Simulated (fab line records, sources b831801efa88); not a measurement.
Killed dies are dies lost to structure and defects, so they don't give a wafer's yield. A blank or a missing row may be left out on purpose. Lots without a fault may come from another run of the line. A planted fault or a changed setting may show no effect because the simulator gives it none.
Which tool did it? | flow gf180mcu | 13 lots, 39 wafers sampled, at 5 steps of a route of 602

WHAT THE GAUGES READ, wafer by wafer
GF_POLY_GATE_OVL_MEAS_11. Usual: POLY_GATE_OVL -3 nm, standard deviation 5.2.
lot  | measured     | on         | POLY_GATE_OVL (nm) | flag
L334 | day 9 03:01  | overlay-02 | 0 -3 0             |
L336 | day 9 19:28  | overlay-02 | 2 0 2              |
L337 | day 10 00:39 | overlay-02 | -8 -7 -7           |
L338 | day 10 11:28 | overlay-02 | -4 -2 1            |
L339 | day 10 16:57 | overlay-01 | 2 0 2              |
L340 | day 11 00:05 | overlay-01 | -4 -2 1            |
L341 | day 11 09:24 | overlay-01 | 6 4 3              |
L344 | day 12 05:16 | overlay-01 | -2 4 4             |
L346 | day 12 17:58 | overlay-02 | 2 2 -1             |
L347 | day 13 00:02 | overlay-01 | -5 -4 -8           |
L348 | day 13 07:53 | overlay-02 | -7 -2 -2           |
L354 | day 15 06:53 | overlay-02 | -1 -5 -8           |
L357 | day 16 02:23 | overlay-02 | -1 -4 -4           |

GF_SAB_THK_MEAS_01. Usual: SAB_CVD_00_THK 50.0 nm, standard deviation 0.66.
lot  | measured     | on            | SAB_CVD_00_THK (nm) | flag
L334 | day 14 02:50 | film_metro-01 | 49.5 50.2 49.5      |
L336 | day 14 23:26 | film_metro-04 | 49.5 50.8 50.6      |
L337 | day 15 04:50 | film_metro-04 | 49.9 50.4 50.1      |
L338 | day 15 16:47 | film_metro-01 | 49.6 50.3 50.8      |
L339 | day 15 23:38 | film_metro-03 | 48.9 50.1 50.1      |
L340 | day 16 10:53 | film_metro-03 | 49.6 50.5 51.3      |
L341 | day 16 23:00 | film_metro-04 | 49.4 50.8 50.6      |
L344 | day 18 00:15 | film_metro-01 | 50.0 50.9 50.9      |
L346 | day 18 12:11 | film_metro-01 | 48.3 49.1 48.7      |
L347 | day 18 19:36 | film_metro-04 | 49.2 50.0 49.7      |
L348 | day 19 08:50 | film_metro-01 | 48.7 49.9 50.0      |
L354 | day 21 12:12 | film_metro-03 | 52.9 52.6 51.1      | OFF
L357 | day 22 06:23 | film_metro-04 | 49.5 50.0 49.7      |

GF_CONTACT_THK_MEAS_03. Usual: CONTACT_CVD_02_THK 865 nm, standard deviation 11.
lot  | measured     | on            | CONTACT_CVD_02_THK (nm) | flag
L334 | day 15 00:42 | film_metro-04 | 846 856 850             |
L336 | day 15 22:45 | film_metro-02 | 867 871 871             |
L337 | day 16 03:28 | film_metro-03 | 860 863 880             |
L338 | day 16 15:34 | film_metro-03 | 881 868 864             |
L339 | day 16 22:50 | film_metro-03 | 841 857 863             |
L340 | day 17 10:37 | film_metro-03 | 846 870 866             |
L341 | day 17 23:12 | film_metro-02 | 850 858 870             |
L344 | day 19 01:36 | film_metro-04 | 862 876 882             |
L346 | day 19 12:46 | film_metro-03 | 864 850 859             |
L347 | day 19 20:28 | film_metro-02 | 867 875 872             |
L348 | day 20 09:46 | film_metro-04 | 856 865 872             |
L354 | day 22 12:37 | film_metro-02 | 870 868 875             |
L357 | day 23 06:14 | film_metro-02 | 864 865 868             |

WHICH TOOL RAN EACH LOT (tool, then ch and the chambers of the sampled wafers, then the start)
lot  | GF_SAB_CVD_00                   | GF_SAB_STRIP_13
L334 | pecvd-03 ch 0,1,2, day 14 02:49 | plasma_asher-04 ch 0,1, day 14 23:47
L336 | pecvd-01 ch 1,2, day 14 23:25   | plasma_asher-02 ch 0,1, day 15 21:47
L337 | pecvd-03 ch 1,2, day 15 04:49   | plasma_asher-02 ch 0,1, day 16 02:32
L338 | pecvd-01 ch 0,2, day 15 16:46   | plasma_asher-03 ch 1, day 16 14:35
L339 | pecvd-04 ch 0,1,2, day 15 23:37 | plasma_asher-04 ch 0,1, day 16 21:56
L340 | pecvd-01 ch 0,1,2, day 16 10:52 | plasma_asher-04 ch 0,1, day 17 09:44
L341 | pecvd-04 ch 1,2, day 16 22:58   | plasma_asher-02 ch 0,1, day 17 22:20
L344 | pecvd-01 ch 0,2, day 18 00:13   | plasma_asher-02 ch 0,1, day 19 00:42
L346 | pecvd-03 ch 0,1,2, day 18 12:10 | plasma_asher-02 ch 0,1, day 19 11:53
L347 | pecvd-04 ch 1,2, day 18 19:34   | plasma_asher-02 ch 0,1, day 19 19:34
L348 | pecvd-03 ch 1,2, day 19 08:49   | plasma_asher-02 ch 0,1, day 20 08:53
L354 | pecvd-03 ch 0,1, day 21 12:10   | plasma_asher-04 ch 0,1, day 22 11:44
L357 | pecvd-04 ch 0,1,2, day 22 06:22 | plasma_asher-04 ch 0,1, day 23 05:19
- GF_SAB_CVD_00: deposits SiO2 from TEOS, target thk 50 nm, time 4.9302 s.
- GF_SAB_STRIP_13: strips in O2/N2.

WHAT THE TOOLS THEMSELVES READ (means of the sampled wafers that have a number; where no wafer has one, the mark that the record gives instead)
GF_SAB_CVD_00. Usual: heater_power_w 702 W, standard deviation 110.
lot  | tool     | heater_power_w (W) | flag
L334 | pecvd-03 | 802                |
L336 | pecvd-01 | 712                |
L337 | pecvd-03 | 753                |
L338 | pecvd-01 | 695                |
L339 | pecvd-04 | 618                |
L340 | pecvd-01 | 689                |
L341 | pecvd-04 | 583                |
L344 | pecvd-01 | 680                |
L346 | pecvd-03 | 827                |
L347 | pecvd-04 | 660                |
L348 | pecvd-03 | 746                |
L354 | pecvd-03 | 888                |
L357 | pecvd-04 | 598                |

GF_SAB_STRIP_13. Usual: drypump_motor_current_A 5.6 A, standard deviation 0.52; heater_power_w 338 W, standard deviation 24; oes_product_au 0.710 a.u., standard deviation 0.0046; strip_time_to_endpoint_s 12.51 s, standard deviation 0.031.
lot  | tool            | drypump_motor_current_A (A) | heater_power_w (W) | oes_product_au (a.u.) | strip_time_to_endpoint_s (s) | flag
L334 | plasma_asher-04 | 5.2                         | 341                | 0.712                 | 12.52                        |
L336 | plasma_asher-02 | 6.2                         | 356                | 0.709                 | 12.48                        |
L337 | plasma_asher-02 | 6.2                         | 358                | 0.712                 | 12.52                        |
L338 | plasma_asher-03 | 5.0                         | 301                | 0.707                 | 12.52                        |
L339 | plasma_asher-04 | 5.2                         | 343                | 0.713                 | 12.51                        |
L340 | plasma_asher-04 | 5.2                         | 342                | 0.709                 | 12.49                        |
L341 | plasma_asher-02 | 6.1                         | 334                | 0.709                 | 12.53                        |
L344 | plasma_asher-02 | 6.1                         | 334                | 0.710                 | 12.47                        |
L346 | plasma_asher-02 | 6.2                         | 354                | 0.707                 | 12.47                        |
L347 | plasma_asher-02 | 6.2                         | 353                | 0.713                 | 12.47                        |
L348 | plasma_asher-02 | 6.2                         | 353                | 0.711                 | 12.54                        |
L354 | plasma_asher-04 | 5.2                         | 340                | 0.712                 | 12.48                        |
L357 | plasma_asher-04 | 5.2                         | 341                | 0.709                 | 12.53                        |

THE ANSWER, worked out from the rows above alone
Rule: a lot is off if the mean of its wafers that have a number lies more than 3 standard deviations from the usual mean. A lot without any number at a reading at which 4 lots or more have one is off too. The other lots that the step has rows for count as sound. The gauges are gone through in route order, then the tools' own readings, and for those a lot's mean is taken as printed above. The first step at which some lot is off is used, and at that step the reading that is off furthest; a lot without a number counts as furthest.
Off: L354, at GF_SAB_THK_MEAS_01 (SAB_CVD_00_THK).
A tool fits if, at a process step before that reading, it ran every lot that is off, and no sound lot after the first of them. The gauges at GF_SAB_THK_MEAS_01 are tried like those tools. Can't be told from this: 2 tools fit, pecvd-03 at GF_SAB_CVD_00, film_metro-03 at GF_SAB_THK_MEAS_01.

WHAT THE SIMULATOR HAD PUT IN
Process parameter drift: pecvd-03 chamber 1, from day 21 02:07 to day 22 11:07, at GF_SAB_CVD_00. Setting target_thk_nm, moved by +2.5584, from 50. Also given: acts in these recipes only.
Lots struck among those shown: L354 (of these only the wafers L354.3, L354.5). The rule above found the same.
